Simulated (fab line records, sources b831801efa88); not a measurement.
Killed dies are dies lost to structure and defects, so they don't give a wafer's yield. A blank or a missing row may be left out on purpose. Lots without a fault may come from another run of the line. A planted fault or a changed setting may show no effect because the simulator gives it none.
Which tool did it? | flow sfq_line | 12 lots, 36 wafers sampled, at 1 step of a route of 325

WHAT THE GAUGES READ, wafer by wafer
The record holds no reading of a measuring or inspecting step that can be judged against a usual standard deviation.

WHICH TOOL RAN EACH LOT (tool, then ch and the chambers of the sampled wafers, then the start)
lot  | SFQ_TRILAYER_C5_LITHO_EXPOSE_152
L255 | krf_scanner-01 ch 0, day 67 08:29
L256 | krf_scanner-01 ch 0, day 67 14:29
L257 | krf_scanner-02 ch 0, day 68 05:01
L258 | krf_scanner-01 ch 0, day 68 14:43
L259 | krf_scanner-01 ch 0, day 68 20:35
L260 | krf_scanner-01 ch 0, day 69 10:44
L265 | krf_scanner-01 ch 0, day 71 07:13
L266 | krf_scanner-01 ch 0, day 75 05:55
L275 | krf_scanner-02 ch 0, day 79 12:02
L276 | krf_scanner-02 ch 0, day 79 13:02
L277 | krf_scanner-02 ch 0, day 80 00:34
L278 | krf_scanner-02 ch 0, day 80 05:23
- SFQ_TRILAYER_C5_LITHO_EXPOSE_152: exposes mask C5, target cd 500 nm.

WHAT THE TOOLS THEMSELVES READ (means of the sampled wafers that have a number; where no wafer has one, the mark that the record gives instead)
SFQ_TRILAYER_C5_LITHO_EXPOSE_152. Usual: exposure_dose_mJ_cm2 21.301, standard deviation 0.023.
lot  | tool           | exposure_dose_mJ_cm2 | flag
L255 | krf_scanner-01 | 21.311               |
L256 | krf_scanner-01 | 21.324               |
L257 | krf_scanner-02 | 21.301               |
L258 | krf_scanner-01 | 21.265               |
L259 | krf_scanner-01 | 22.325               | OFF
L260 | krf_scanner-01 | 22.355               | OFF
L265 | krf_scanner-01 | 22.329               | OFF
L266 | krf_scanner-01 | 22.343               | OFF
L275 | krf_scanner-02 | 21.310               |
L276 | krf_scanner-02 | 21.314               |
L277 | krf_scanner-02 | 21.295               |
L278 | krf_scanner-02 | 21.296               |

THE ANSWER, worked out from the rows above alone
Rule: a lot is off if the mean of its wafers that have a number lies more than 3 standard deviations from the usual mean. A lot without any number at a reading at which 4 lots or more have one is off too. The other lots that the step has rows for count as sound. The gauges are gone through in route order, then the tools' own readings, and for those a lot's mean is taken as printed above. The first step at which some lot is off is used, and at that step the reading that is off furthest; a lot without a number counts as furthest.
Off: L259, L260, L265, L266, at SFQ_TRILAYER_C5_LITHO_EXPOSE_152 (exposure_dose_mJ_cm2).
A tool fits if, at that step or a process step before it, it ran every lot that is off, and no sound lot after the first of them. One fits: krf_scanner-01 at SFQ_TRILAYER_C5_LITHO_EXPOSE_152. Its last sound lot is L258 (day 68 14:43), its first lot that is off L259 (day 68 20:35): a fault that began between those two fits.
The tool's own readings at SFQ_TRILAYER_C5_LITHO_EXPOSE_152 bear it out: on the lots that are off they differ by more than 5 times the standard deviation of the sound lots' means. exposure_dose_mJ_cm2 reads 22.338 there against 21.302 on the sound lots.

WHAT THE SIMULATOR HAD PUT IN
Process parameter drift: krf_scanner-01, from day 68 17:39 on, at SFQ_TRILAYER_C5_LITHO_EXPOSE_152. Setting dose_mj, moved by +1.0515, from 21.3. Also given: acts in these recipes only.
Lots struck among those shown: L259, L260, L265, L266. The rule above found the same.
